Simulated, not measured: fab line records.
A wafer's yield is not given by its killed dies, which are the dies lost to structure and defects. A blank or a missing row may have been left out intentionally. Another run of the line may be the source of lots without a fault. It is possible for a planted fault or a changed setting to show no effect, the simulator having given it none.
A struck lot beside a sound one / flow gf180mcu / 16 steps out of a route of 602
Sound: wafers L764.4, L764.5, L764.6. The struck wafers were L770.4, L770.5, L770.6. At the end, the cause is stated.
Per side, at each step with rows, come the tool, then ch with its chambers, and then its first start. Under that, the readings that differ: sound wafers / struck wafers / difference of the means / sigmas: that difference in standard deviations of wafers without a fault.
alike: same words and numbers on both sides, and readings whose means sit less than 2 such deviations apart. not compared: any withheld reading, any reading some wafer has no value for, any bound like >300 that may hide the same value, and any number with overlapping values for which the record gives no deviation.
The two part at a step that has a row with sigmas, a row that says differs or no value, or rows on one side only. Numbers that have no deviation but don't overlap get no sigmas and don't part them. A reading that every wafer of one side lacks parts them only if that side has two wafers or more.

GF_V4_CMP_04: polishes SiO2.
  sound on cmp-01 ch 1,2,3, day 24 09:33; struck on cmp-02 ch 1,2, day 26 08:52
  alike: head_pressure_psi, motor_current_A, time_to_endpoint_s
GF_V4_BOW_MEAS_05:
  sound on film_metro-04 at day 24 09:46; struck on film_metro-02 at day 26 09:13
  alike: V4_BOW
then, 8 steps without rows for these wafers: GF_V4_DEHYDRATE_06 (time 60 s); GF_V4_HMDS_07 (prime time 60 s); GF_V4_COAT_08; GF_V4_COAT_09 (resist thk 1000 nm); GF_V4_SOFTBAKE_10 (time 60 s); GF_V4_EXPOSE_11 (exposes mask Via4, target cd 260 nm); GF_V4_PEB_12 (peb time 90 s); GF_V4_DEVELOP_13 (develop time 60 s).
GF_V4_CD_MEAS_14: target cd 260 nm.
  sound on cd_sem-01 at day 25 07:27; struck on cd_sem-01 at day 27 05:57
  alike: cd_nm
GF_V4_OVL_MEAS_15:
  sound on overlay-02 at day 25 07:32; struck on overlay-01 at day 27 06:02
  alike: V4_OVL
GF_V4_ETCH_16: etches BARC in N2/H2.
  sound on rie_diel-02 ch 1,2, day 25 07:32; struck on rie_diel-01 ch 0,1,2, day 27 06:04
  no value came back on the struck wafers for any of 6 readings (bias_w (W), chamber_pressure_mTorr (mTorr) and others); on the sound wafers bias_w (W) reads 100.33 100.34 100.73
GF_V4_ETCH_17: etches SiO2 in C4F8/O2/Ar, stops on TiN, target depth 630 nm.
  sound: rie_diel-02 ch 1,2; struck: rie_diel-01 ch 0,1,2
reading=oes_product_au (a.u.); sound=0.856 0.858 0.858; struck=0.383 0.379 0.382; difference=-0.476; sigmas=-99 or more
  alike: bias_w, chamber_pressure_mTorr, rf_fwd_power_W
GF_V4_STRIP_18: strips in O2/N2.
  sound on plasma_asher-04 ch 0,1, day 25 07:43; struck on plasma_asher-02 ch 0,1, day 27 06:13
  alike: drypump_motor_current_A, heater_power_w, oes_product_au
  not compared: rf_hours_counter_h
then, 1 step without rows for these wafers: GF_V4_STRIP_19 (strips in post etch residue remover, time 1200 s).

## WHERE THEY PART
Earliest at GF_V4_ETCH_16; latest, in this record, at GF_V4_ETCH_17. Later steps at which nothing parts them and some readings are alike: GF_V4_STRIP_18.

WHY: whatever the simulator had introduced
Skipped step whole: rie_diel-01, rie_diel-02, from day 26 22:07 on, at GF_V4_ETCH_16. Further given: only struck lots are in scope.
